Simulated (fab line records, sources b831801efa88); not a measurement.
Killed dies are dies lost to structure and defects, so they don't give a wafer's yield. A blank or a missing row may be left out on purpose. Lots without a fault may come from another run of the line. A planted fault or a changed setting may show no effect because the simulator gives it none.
A struck lot beside a sound one | flow sfq_line | 20 steps out of a route of 325
Sound: wafers L305.2, L305.4, L305.6. Struck: wafer L312.5. (L312.2 of the same lot was not struck and is left out.) The cause comes at the end.
At each step with rows: each side's tool, then ch and its chambers, then its first start. Under that, the readings that differ: sound wafers | struck wafers | difference of the means | sigmas: that difference in standard deviations of wafers without a fault.
alike: readings whose means differ by less than 2 such deviations, and words and numbers that are the same on both sides. not compared: withheld readings, readings that some wafer has no value for, bounds like >300 that may hide the same value, and numbers for which the record gives no deviation and whose values overlap.
The two part at a step that has a row with sigmas, a row that says differs or no value, or rows on one side only. Numbers that don't overlap but have no deviation are shown without sigmas and don't part them. A reading that every wafer of one side lacks parts them only if that side has two wafers or more.

first, 2 steps without rows for these wafers: SFQ_TRILAYER_I2_VIA_LITHO_PEB_070 (peb time 60 s); SFQ_TRILAYER_I2_VIA_LITHO_DEVELOP_069 (time 60 s).
SFQ_I2_OVL_MEAS_918:
  sound on overlay-02, day 40 13:10; struck on overlay-02, day 43 20:37
  alike: I2_OVL
SFQ_TRILAYER_I2_VIA_BARC_OPEN_VIA_ETCH_096: etches BARC in O2, target depth 125 nm, time 41.7 s.
  sound on rie_diel-02 ch 1,2,3, day 40 13:11; struck on rie_diel-01 ch 3, day 43 20:38
  alike: drypump_motor_current_A, oes_product_au
  not compared: rf_hours_counter_h
SFQ_TRILAYER_I2_VIA_ETCH_VIA_ETCH_070: etches SiO2 in CHF3, stops on Nb, target depth 260 nm.
  sound on rie_diel-02 ch 1,2,3, day 40 13:14; struck on rie_diel-01 ch 3, day 43 20:41
  alike: drypump_motor_current_A, oes_product_au
SFQ_TRILAYER_I2_VIA_STRIP_STRIP_071: strips in O2.
  sound on rie_metal-01 ch 0,1, day 40 13:20; struck on rie_metal-04 ch 1, day 43 20:47
  alike: drypump_motor_current_A, oes_product_au, platen_temp_c
  not compared: rf_hours_counter_h
then, 2 steps without rows for these wafers: SFQ_TRILAYER_I2_VIA_STRIP_SOLV_CLEAN_072 (cleans in NMP, time 600 s); SFQ_TRILAYER_M3_DEP_PRE_CLEAN_074 (time 22.5 s).
SFQ_TRILAYER_M3_DEP_SPUTTER_073: material Nb, target thk 200 nm, time 133.3 s.
  sound on pvd_sputter-06, day 40 14:08; struck on pvd_sputter-05, day 43 21:48
  reading                | sound          | struck | difference | sigmas
  throttle_valve_pct (%) | 32.8 30.4 32.9 | 28.1   | -3.9       | -4
  alike: base_pressure_pa, chamber_pressure_pa
SFQ_M3_RS_MEAS_919: measures by four-point-probe.
  sound on film_metro-02, day 40 14:15; struck on film_metro-04, day 43 21:55
  alike: M3_NB_RS
then, 1 step without rows for these wafers: SFQ_TRILAYER_M3_LITHO_COAT_080 (resist thk 62 nm).
SFQ_TRILAYER_M3_LITHO_COAT_075: resist thk 600 nm.
  sound on litho_track-02 ch 0, day 40 14:46; struck on litho_track-02 ch 0, day 43 22:25
  reading                                             | sound             | struck | difference | sigmas
  model.KrF_of_TRILAYER_M3_LITHO_COAT_075.thk_nm (nm) | 597.4 600.9 598.9 | 497.3  | -101.8     |
then, 4 steps without rows for these wafers: SFQ_TRILAYER_M3_LITHO_SOFTBAKE_079; SFQ_TRILAYER_M3_LITHO_EXPOSE_076 (exposes mask M3, target cd 500 nm); SFQ_TRILAYER_M3_LITHO_PEB_078 (peb time 60 s); SFQ_TRILAYER_M3_LITHO_DEVELOP_077 (time 60 s).
-- the record jumps here: 5 days lie between the struck wafers' starts before and after --
SFQ_M3_OVL_MEAS_921:
  sound on overlay-02, day 45 18:55; struck on overlay-01, day 49 04:47
  alike: M3_OVL
SFQ_TRILAYER_M3_BARC_OPEN_METAL_ETCH_100: etches BARC in O2, target depth 125 nm, time 41.7 s.
  sound on rie_metal-01 ch 0,1, day 45 18:56; struck on rie_metal-03 ch 1, day 49 04:49
  reading             | sound             | struck | difference | sigmas
  model.M3.cd_nm (nm) | 500.3 499.5 500.8 | 496.5  | -3.7       |
  alike: drypump_motor_current_A, oes_product_au
  not compared: rf_hours_counter_h
SFQ_TRILAYER_M3_ETCH_METAL_ETCH_078: etches Nb in Cl2/Ar, stops on SiO2, target depth 240 nm, time 120 s.
  sound on rie_metal-01 ch 0,1, day 45 19:00; struck on rie_metal-03 ch 1, day 49 04:52
  reading                                             | sound             | struck | difference | sigmas
  model.KrF_of_TRILAYER_M3_LITHO_COAT_075.thk_nm (nm) | 373.2 381.1 375.9 | 274.9  | -101.8     |
  model.M3.cd_nm (nm)                                 | 502.2 500.4 502.9 | 494.2  | -7.6       |
  alike: drypump_motor_current_A, oes_product_au
  not compared: rf_hours_counter_h
SFQ_TRILAYER_M3_STRIP_STRIP_079: strips in O2.
  sound on rie_metal-01 ch 0,1, day 45 19:07; struck on rie_metal-03 ch 1, day 49 04:59
  alike: drypump_motor_current_A, oes_product_au, platen_temp_c
  not compared: rf_hours_counter_h

WHERE THEY PART
Only at SFQ_TRILAYER_M3_DEP_SPUTTER_073, within this record. Later steps at which nothing parts them and some readings are alike: SFQ_M3_RS_MEAS_919, SFQ_M3_OVL_MEAS_921, SFQ_TRILAYER_M3_BARC_OPEN_METAL_ETCH_100, SFQ_TRILAYER_M3_ETCH_METAL_ETCH_078, SFQ_TRILAYER_M3_STRIP_STRIP_079.

WHY: what the simulator had put in
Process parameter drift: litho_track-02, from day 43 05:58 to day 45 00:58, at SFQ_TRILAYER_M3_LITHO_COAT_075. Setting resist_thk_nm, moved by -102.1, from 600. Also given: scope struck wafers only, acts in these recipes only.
